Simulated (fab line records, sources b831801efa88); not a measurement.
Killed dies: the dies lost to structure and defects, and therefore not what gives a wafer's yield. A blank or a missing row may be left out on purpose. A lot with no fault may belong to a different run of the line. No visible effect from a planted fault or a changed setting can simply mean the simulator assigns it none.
fab line records	flow sky130
record: lots: 6	wafers: 18	lastDay: 50
route steps=708 shown VIA2@523 METAL3@532 PAD_OPEN@708
lots with no fault: from the same line, run without faults
startH: hours from the record's opening day to when the first of the lot's shown wafers began	waitH: hours elapsed since this lot's preceding step	" as in the row above	L1.1+2: one row covering several wafers at once	- no value, or no start given	* or withheld: withheld	< > ~ a bound
route shown NAME@n: NAME is a module with steps in the file, n the number in the route of the first one	usual: mean and standard deviation over wafers with no fault	same: alike in all rows	chamber/n: place in a boat	sites: per-site readings	_std_site: how widely they spread, as a standard deviation	_edge_site: the outer-site mean with the inner-site mean subtracted	radiusMm: how far each site lies from the wafer's centre	mask NAME#n: copy n	behind: the tool/chamber that last shaped the wafer	hold: reason for holding the lot/hours on hold/outcome of the hold	device: which transistor (n, p or np) failed to switch	end of line: tests run on the same wafers once the route is complete	where a step has no rows: the recipe by itself	killed: the dies lost at the first sort to structure and to defects; this is not the yield of the wafer	map: a wafer's dies, x killed, . not, _ none there
set.NAME: the setting that was run; set.NAME@STEP: the one run at that earlier step	model.NAME: the simulator's own value behind a step, which no gauge read
lots at some steps of the route; a table a step, a row a wafer
services: from which hour (startH, from the record's first day; less than 0 if before it) a tool's chamber was out of use, for how many hours, and why
== steps ==
step: SKY_VIA2_STRIP_16
recipe: chemistry: O2/N2	powerW: 1400	pressureMtorr: 1500	platenTempC: withheld	o2FlowSccm: 3000	n2FlowSccm: 300	overashFraction: 0.5
usual: drypumpMotorCurrentA: 5.3/0.43	oesProductAu: 0.399/0.0043	stripTimeToEndpointS: 4.053/0.025
same: overashFraction: 0.5
lot.wafer	tool	chamber	startH	waitH	drypumpMotorCurrentA	oesProductAu	rfHoursCounterH	stripTimeToEndpointS
L791.3	plasmaAsher-03	0	854.52	0.1	4.8	0.400	-	4.026
L791.4	"	1	"	"	5.0	0.402	-	4.059
L791.5	"	0	"	"	4.8	0.403	-	4.035
L792.2	plasmaAsher-04	0	857.64	0.0	5.7	0.397	13	4.069
L792.4	"	1	"	"	5.7	0.397	-	4.021
L792.6	"	1	"	"	5.7	0.397	-	4.050
L793.1	plasmaAsher-03	1	871.43	0.0	5.0	0.388	74	4.071
L793.3	"	1	"	"	5.0	0.404	-	4.059
L793.6	"	0	"	"	4.8	0.399	-	4.073
L796.2	plasmaAsher-01	0	884.37	0.0	6.0	0.403	102	4.031
L796.3	"	0	"	"	6.0	0.400	-	4.084
L796.5	"	1	"	"	5.7	0.401	-	4.020
L811.2	plasmaAsher-03	1	992.83	0.0	5.0	0.398	86	4.051
L811.3	"	1	"	"	5.0	0.395	-	4.049
L811.4	"	0	"	"	4.8	0.392	-	4.072
L813.1	plasmaAsher-03	1	1015.03	0.0	5.0	0.399	88	4.098
L813.2	"	0	"	"	4.8	0.403	88	4.050
L813.6	"	1	"	"	5.0	0.401	-	4.063
step: SKY_VIA2_STRIP_17
recipe: chemistry: postEtchResidueRemover	timeS: 1200	tempC: 72.5
step: SKY_VIA2_CLEAN_18
recipe: chemistry: IPA	timeS: 180	tempC: 25
step: SKY_VIA2_CLEAN_19
recipe: chemistry: O3/DIW	dry: n2Spin
step: SKY_VIA2_SPUTTER_20
recipe: material: TiN	targetThkNm: 20	chamberPressurePa: 5	powerW: 4000	timeS: 80
usual: cathodeDcPowerW: 3999.9/0.7	chamberPressurePa: 4.998/0.0096	throttleValvePct: 30.3/1.2
lot.wafer	tool	chamber	startH	waitH	cathodeDcPowerW	chamberPressurePa	throttleValvePct
L791.3	pvdSputter-03	-	855.11	0.0	3998.6	5.012	31.4
L791.4	"	-	"	"	4000.4	4.998	29.3
L791.5	"	-	"	"	3999.4	4.995	29.0
L792.2	pvdSputter-03	-	858.24	0.0	3999.2	4.993	29.2
L792.4	"	-	"	"	3999.8	5.004	31.5
L792.6	"	-	"	"	4000.7	4.986	30.9
L793.1	pvdSputter-03	-	872.06	0.0	4000.2	4.999	31.4
L793.3	"	-	"	"	4000.0	4.984	29.0
L793.6	"	-	"	"	4000.6	4.993	29.4
L796.2	pvdSputter-03	-	884.97	0.0	3999.7	5.011	31.7
L796.3	"	-	"	"	4000.0	5.005	30.8
L796.5	"	-	"	"	3999.2	4.995	30.8
L811.2	pvdSputter-04	-	993.42	0.0	3999.7	5.002	29.1
L811.3	"	-	"	"	4000.7	5.008	30.8
L811.4	"	-	"	"	4000.3	5.002	29.4
L813.1	pvdSputter-03	-	1015.66	0.0	3998.8	4.990	29.3
L813.2	"	-	"	"	3999.8	4.985	29.1
L813.6	"	-	"	"	3999.9	5.004	29.4
step: SKY_VIA2_CVD_21
recipe: material: W	targetThkNm: 420	timeS: 126.4	tempC: 398.3	pressureTorr: 40
step: SKY_VIA2_RS_MEAS_22
recipe: thkMeasGauge: four-point-probe	reads: W_of_VIA2_CVD_21+TiN_of_VIA2_SPUTTER_20
usual: VIA2_W_RS: 0.2829/0.0028
lot.wafer	tool	chamber	startH	waitH	VIA2_W_RS[ohm/sq]
L791.3	filmMetro-03	-	855.34	0.1	0.2796
L791.4	"	-	"	"	0.2798
L791.5	"	-	"	"	0.2826
L792.2	filmMetro-04	-	858.45	0.1	0.2823
L792.4	"	-	"	"	0.2791
L792.6	"	-	"	"	0.2816
L793.1	filmMetro-04	-	872.25	0.1	0.2845
L793.3	"	-	"	"	0.2859
L793.6	"	-	"	"	0.2881
L796.2	filmMetro-04	-	885.18	0.1	0.2806
L796.3	"	-	"	"	0.2829
L796.5	"	-	"	"	0.2777
L811.2	filmMetro-01	-	993.63	0.1	0.2819
L811.3	"	-	"	"	0.2782
L811.4	"	-	"	"	0.2792
L813.1	filmMetro-03	-	1015.85	0.1	0.2895
L813.2	"	-	"	"	0.2851
L813.6	"	-	"	"	0.2880
step: SKY_VIA2_THK_MEAS_23
recipe: thkMeasGauge: xrf	reads: W_of_VIA2_CVD_21
usual: VIA2_W_THK: 409/7.3
lot.wafer	tool	chamber	startH	waitH	VIA2_W_THK[nm]
L791.3	filmMetro-03	-	855.44	0.1	403
L791.4	"	-	"	"	403
L791.5	"	-	"	"	402
L792.2	filmMetro-04	-	858.56	0.1	411
L792.4	"	-	"	"	415
L792.6	"	-	"	"	413
L793.1	filmMetro-04	-	872.37	0.1	414
L793.3	"	-	"	"	412
L793.6	"	-	"	"	408
L796.2	filmMetro-04	-	885.29	0.1	423
L796.3	"	-	"	"	417
L796.5	"	-	"	"	425
L811.2	filmMetro-01	-	993.74	0.1	411
L811.3	"	-	"	"	413
L811.4	"	-	"	"	415
L813.1	filmMetro-03	-	1015.97	0.1	392
L813.2	"	-	"	"	396
L813.6	"	-	"	"	392
step: SKY_VIA2_CMP_24
recipe: stopOn: SiO2	tOverpolishS: 20	downForcePsi: 3.5	platenRpm: 60	targetThkNm: 0	padVelocityMS: 0.94248
usual: motorCurrentA: 11.7/1.1	overpolishRunS: 20.000/0.0088	retainingRingPressureFrac: 1.000/0.0052	timeToEndpointS: 99/4.6
lot.wafer	tool	chamber	startH	waitH	motorCurrentA	overpolishRunS	retainingRingPressureFrac	timeToEndpointS
L791.4	cmp-01	3	855.58	0.1	10.4	19.995	0.998	110
L791.3	"	0	"	"	10.9	19.990	1.002	107
L791.5	"	2	"	"	12.3	19.997	0.998	104
L792.4	cmp-01	2	858.79	0.2	13.5	20.000	1.002	99
L792.2	"	1	"	"	11.5	19.997	0.999	103
L792.6	"	3	"	"	10.8	19.999	0.996	108
L793.1	cmp-02	2	872.43	0.1	11.9	20.005	1.005	89
L793.3	"	1	"	"	11.9	20.004	1.006	91
L793.6	"	2	"	"	12.5	19.997	1.014	88
L796.3	cmp-02	1	885.34	0.0	12.0	20.005	0.996	92
L796.2	"	0	"	"	11.7	20.011	1.005	99
L796.5	"	2	"	"	11.9	19.989	1.000	92
L811.4	cmp-02	0	993.79	0.0	11.7	20.003	0.993	99
L811.2	"	1	"	"	11.9	20.005	0.999	100
L811.3	"	2	"	"	11.6	19.993	0.995	91
L813.2	cmp-01	2	1016.03	0.0	12.6	20.002	1.005	102
L813.1	"	3	"	"	10.5	19.995	1.003	98
L813.6	"	2	"	"	13.2	20.005	1.005	96
step: SKY_METAL3_SPUTTER_00
recipe: material: Ti	targetThkNm: 15	powerW: 3000	timeS: 10	chamberPressurePa: 0.4
step: SKY_METAL3_SPUTTER_01
recipe: material: TiN	targetThkNm: 20	powerW: 6500	timeS: 16.7	chamberPressurePa: 0.4
usual: cathodeDcPowerW: 6500.1/1.2	chamberPressurePa: 0.3999/0.0008	throttleValvePct: 30.4/1.3
lot.wafer	tool	chamber	startH	waitH	cathodeDcPowerW	chamberPressurePa	throttleValvePct
L791.3	pvdSputter-02	-	855.80	0.0	6499.3	0.4001	29.3
L791.4	"	-	"	"	6500.4	0.3994	28.5
L791.5	"	-	"	"	6501.5	0.3988	28.6
L792.2	pvdSputter-01	-	859.11	0.0	6499.9	0.4010	30.0
L792.4	"	-	"	"	6500.3	0.4006	32.9
L792.6	"	-	"	"	6499.7	0.3990	32.7
L793.1	pvdSputter-01	-	872.75	0.0	6499.4	0.4005	29.6
L793.3	"	-	"	"	6500.0	0.3994	32.7
L793.6	"	-	"	"	6500.6	0.3993	32.4
L796.2	pvdSputter-01	-	885.67	0.0	6500.5	0.4000	32.6
L796.3	"	-	"	"	6501.2	0.3994	32.8
L796.5	"	-	"	"	6500.3	0.3983	29.9
L811.2	pvdSputter-03	-	994.11	0.0	6500.7	0.3992	31.5
L811.3	"	-	"	"	6499.1	0.4005	30.6
L811.4	"	-	"	"	6500.3	0.3998	29.7
L813.1	pvdSputter-02	-	1016.35	0.0	6499.8	0.4011	28.8
L813.2	"	-	"	"	6500.0	0.4011	29.3
L813.6	"	-	"	"	6500.6	0.4006	29.4
step: SKY_METAL3_SPUTTER_02
recipe: material: AlCu	targetThkNm: 735	powerW: 10600	timeS: 39.1	chamberPressurePa: 0.4
usual: cathodeDcPowerW: 10600/1.9	chamberPressurePa: 0.4000/0.00083	throttleValvePct: 30.4/1.3
lot.wafer	tool	chamber	startH	waitH	cathodeDcPowerW	chamberPressurePa	throttleValvePct
L791.3	pvdSputter-02	-	855.83	0.0	10600	0.3999	29.6
L791.4	"	-	"	"	10600	0.3997	28.6
L791.5	"	-	"	"	10599	0.3998	28.6
L792.2	pvdSputter-01	-	859.14	0.0	10601	0.4011	29.8
L792.4	"	-	"	"	10602	0.4001	32.5
L792.6	"	-	"	"	10596	0.4004	32.6
L793.1	pvdSputter-01	-	872.78	0.0	10601	0.4005	29.3
L793.3	"	-	"	"	10605	0.4006	32.5
L793.6	"	-	"	"	10603	0.4009	32.4
L796.2	pvdSputter-01	-	885.69	0.0	10597	0.4008	32.5
L796.3	"	-	"	"	10602	0.4004	32.8
L796.5	"	-	"	"	10599	0.3997	29.6
L811.2	pvdSputter-03	-	994.14	0.0	10600	0.4012	31.6
L811.3	"	-	"	"	10601	0.4006	30.7
L811.4	"	-	"	"	10603	0.4000	29.3
L813.1	pvdSputter-02	-	1016.38	0.0	10600	0.3992	28.5
L813.2	"	-	"	"	10599	0.3987	29.3
L813.6	"	-	"	"	10603	0.4011	29.3
step: SKY_METAL3_SPUTTER_03
recipe: material: Ti	targetThkNm: 5	powerW: 3000	timeS: 3.3	chamberPressurePa: 0.4
usual: cathodeDcPowerW: 3000.1/0.51	chamberPressurePa: 0.4001/0.00074	throttleValvePct: 30.3/1.4
lot.wafer	tool	chamber	startH	waitH	cathodeDcPowerW	chamberPressurePa	throttleValvePct	model.Ti_of_METAL3_SPUTTER_03.thkNm
L791.3	pvdSputter-02	-	855.87	0.0	2999.5	0.3995	29.6	5.214
L791.4	"	-	"	"	3000.5	0.3995	28.5	5.117
L791.5	"	-	"	"	3000.2	0.4007	28.5	5.128
L792.2	pvdSputter-01	-	859.18	0.0	3000.3	0.4001	29.8	5.116
L792.4	"	-	"	"	3000.0	0.4007	32.6	4.875
L792.6	"	-	"	"	2999.7	0.4011	32.8	4.943
L793.1	pvdSputter-01	-	872.82	0.0	3000.0	0.3979	29.1	5.903
L793.3	"	-	"	"	2999.9	0.4003	32.6	5.61
L793.6	"	-	"	"	2999.9	0.3999	32.2	5.728
L796.2	pvdSputter-01	-	885.73	0.0	2999.8	0.4002	32.3	5.935
L796.3	"	-	"	"	3000.3	0.4003	32.5	5.839
L796.5	"	-	"	"	3000.5	0.3991	29.4	6.065
L811.2	pvdSputter-03	-	994.17	0.0	2999.5	0.3988	31.5	4.867
L811.3	"	-	"	"	3000.5	0.4006	30.8	5.036
L811.4	"	-	"	"	2999.8	0.4002	29.2	4.98
L813.1	pvdSputter-02	-	1016.41	0.0	3000.7	0.3999	28.5	5.023
L813.2	"	-	"	"	3001.4	0.4010	29.5	5.013
L813.6	"	-	"	"	2999.5	0.4002	29.6	4.985
step: SKY_METAL3_SPUTTER_04
recipe: material: TiN	targetThkNm: 70	powerW: 6500	timeS: 58.3	chamberPressurePa: 0.4
step: SKY_PAD_OPEN_PROBE_99
usual: defectLimitedYield: 82.6/2	killed_at_M0_to_M3: 43/7.1	killed_at_M4_up: 3.0/1.9	killedAtContacts: 24/5	killedAtFrontEnd: 15/4.3	killedAtOther: 0.3/0.5	killedDies: 85/9.6	killedOpen: 46/7.1	killedShort: 39/6.8	sort_bin_3_pad_short: 0.9/0.42	sort_bin_5_function: 10.2/1.4	sort_bin_6_memory: 6.3/1.2	sortNPass: 407/9.6	sortYieldPct: 82.6/2
same: grossDies: 492	killedAtBackSide: 0	sort_bin_4_leakage[%]: 0	sort_bin_8_speed[%]: 0
lot.wafer	tool	chamber	startH	waitH	defectLimitedYield[%]	killed_at_M0_to_M3	killed_at_M4_up	killedAtContacts	killedAtFrontEnd	killedAtOther	killedDies	killedOpen	killedShort	sort_bin_3_pad_short[%]	sort_bin_5_function[%]	sort_bin_6_memory[%]	sortNPass	sortYieldPct[%]
L791.3	prober-01	-	1078.02	0.2	80.9	45	4	29	16	0	94	44	50	1.8	11.6	5.7	398	80.9
L791.4	prober-01	-	1078.07	0.2	83.1	33	2	31	16	1	83	46	37	0.8	9.3	6.7	409	83.1
L791.5	prober-01	-	1078.12	0.2	85.4	37	3	18	14	0	72	45	27	0.4	9.8	4.5	420	85.4
killed by level:class
L791.3 VIA1:geometricParticle:open=13 CONTACT:geometricParticle:short=8 VIA1:geometricParticle:short=8 FIELD_ISO:geometricParticle:short=7 LI_CONTACT:geometricParticle:open=7 LOCAL_INTERCONNECT:geometricParticle:short=7 VIA2:geometricParticle:open=7 METAL1:geometricParticle:short=5
L791.4 CONTACT:geometricParticle:open=13 VIA1:geometricParticle:open=9 FIELD_ISO:geometricParticle:short=6 LI_CONTACT:geometricParticle:open=6 VIA3:geometricParticle:open=5 FIELD_ISO:geometricParticle:open=4 LI_CONTACT:geometricParticle:short=4 LOCAL_INTERCONNECT:geometricParticle:short=4
L791.5 VIA3:geometricParticle:open=10 VIA1:geometricParticle:open=8 CONTACT:geometricParticle:open=6 VIA2:geometricParticle:open=6 LI_CONTACT:geometricParticle:open=5 FIELD_ISO:geometricParticle:open=3 FIELD_ISO:geometricParticle:short=3 POLY_GATE:geometricParticle:short=3
== services ==
tool	chamber	startH	hours	kind
plasmaAsher-01	-	833.38	28.1	pm
plasmaAsher-03	-	835.87	1.7	repair
cmp-01	-	839.32	2.2	repair
plasmaAsher-04	-	844.27	0.9	repair
cmp-02	-	850.23	11.2	repair
cmp-01	-	861.40	5.5	pm
cmp-02	-	867.10	3.4	pm
pvdSputter-02	-	889.91	4.1	repair
cmp-02	-	892.11	4.9	pm
cmp-01	-	892.18	2.2	repair
pvdSputter-04	-	892.50	49.8	repair
pvdSputter-04	-	897.15	8.2	repair
cmp-02	-	898.58	4.0	repair
pvdSputter-01	-	906.83	1.0	repair
cmp-02	-	912.04	4.0	pm
pvdSputter-01	-	918.32	6.4	repair
pvdSputter-04	-	920.92	6.0	repair
pvdSputter-03	1	952.77	-	consumableReplace:kit
pvdSputter-03	1	952.77	18.0	scheduledDown
pvdSputter-01	3	974.72	-	consumableReplace:kit
pvdSputter-01	3	974.72	18.0	scheduledDown
pvdSputter-01	3	974.72	18.0	ventCycle
cmp-02	-	984.77	1.3	repair
pvdSputter-01	-	1005.31	12.8	repair
== key ==
firstSign none at tools or gauges
modelEffect: step: SKY_METAL3_SPUTTER_03	value: Ti_of_METAL3_SPUTTER_03.thkNm	without: 4.947	struck: 5.847
metAt SKY_METAL3_SPUTTER_03
struckWafers L793.1,L793.3,L793.6,L796.2,L796.3,L796.5
onsetBetween 859.18 872.82
alsoFits SKY_METAL3_SPUTTER_01:pvdSputter-01,SKY_METAL3_SPUTTER_02:pvdSputter-01
fault: kind: processParameterDrift	tool: pvdSputter-01	chamber: -	onsetH: 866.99	steps: SKY_METAL3_SPUTTER_03	channel: timeS	offset: *	shape: step	endH: 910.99	actsIn: *	stated: *
